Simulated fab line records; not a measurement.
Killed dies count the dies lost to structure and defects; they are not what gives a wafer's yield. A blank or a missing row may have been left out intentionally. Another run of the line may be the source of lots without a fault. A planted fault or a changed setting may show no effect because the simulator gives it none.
A single fault, viewed from 2 desks | flow sky130 | numbers are kept per desk, each desk with only its own; the story behind them comes last

== FOR THE TOOL OWNER'S DESK: litho-track-01 ==
The tool's own readings at SKY_LDD_P_COAT_02 (resist thk 1140 nm): means of the sampled wafers that have a number, for each lot that ran on this tool. If a lot's mean is further than 4 standard deviations from the usual mean, the lot is out of limits and carries the mark OUT (the distance appears in the brackets).
Columns: A = spin-speed-rpm at SKY_LDD_P_COAT_02, usual 3000.1 rpm
lot  | first seen here | A
L673 | day 20 06:17    | 2999.3
L677 | day 21 22:50    | 3002.3
L687 | day 26 15:38    | 3065.3 (+36) OUT
L689 | day 26 17:46    | 3067.5 (+37) OUT
This desk's finding: out of limits on L687, L689; first on L687, day 26 15:38 (spin-speed-rpm at SKY_LDD_P_COAT_02). L673, L677 stayed within limits.

== METROLOGY DESK ==
Lot by lot, what the gauges showed, no matter which tool ran the lot: averages of those sampled wafers that carry a number. If a lot's mean is further than 4 standard deviations from the usual mean, the lot is out of limits and carries the mark OUT (the distance appears in the brackets).
Columns: A = SONOS_TUNNEL_OVL at SKY_SONOS_TUNNEL_OVL_MEAS_08, usual -0.1 nm; B = LDD_P_TW at SKY_LDD_P_TW_MEAS_11, usual 633; C = LDD_HVN_OVL at SKY_LDD_HVN_OVL_MEAS_07, usual -0.4 nm
lot  | first seen here | A    | B   | C
L670 | day 12 12:27    | 0.7  | 636 | -1.7
L671 | day 12 15:44    | -0.3 | 639 | 1.9
L673 | day 12 23:17    | -0.2 | 639 | -2.6
L674 | day 13 17:38    | 0.5  | 630 | -0.2
L675 | day 13 19:12    | 0.4  | 628 | -0.5
L677 | day 14 08:35    | -1.0 | 640 | -0.4
L676 | day 14 11:38    | -0.3 | 627 | -0.0
L678 | day 14 14:03    | -1.1 | 640 | 0.7
L679 | day 15 00:49    | -0.6 | 640 | 0.7
L687 | day 17 18:16    | 0.2  | 640 | -1.0
L689 | day 18 07:25    | -1.0 | 643 | -0.4
L690 | day 18 19:34    | 0.5  | 620 | 0.1
L691 | day 19 08:21    | 0.6  | 638 | -1.8
Result from this desk: across the 13 lots, nothing is out of limits.

== ALL TOGETHER ==
The tool owner's desk had the chance to raise an alarm at day 26 15:38 on L687, L689.
Metrology desk: nothing out of limits seen.
The metrology desk holds a record of L687, L689, inside its limits.
On litho-track-01, each named lot ran SKY_LDD_P_COAT_02.

== WHAT HAD BEEN PUT IN BY THE SIMULATOR ==
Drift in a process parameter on litho-track-01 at SKY_LDD_P_COAT_02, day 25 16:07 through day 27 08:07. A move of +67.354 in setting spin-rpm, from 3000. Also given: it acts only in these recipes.
Struck lots among those shown: L687, L689.
Each desk's first reading out of limits, in hours after the fault started: the tool owner's desk, 24.
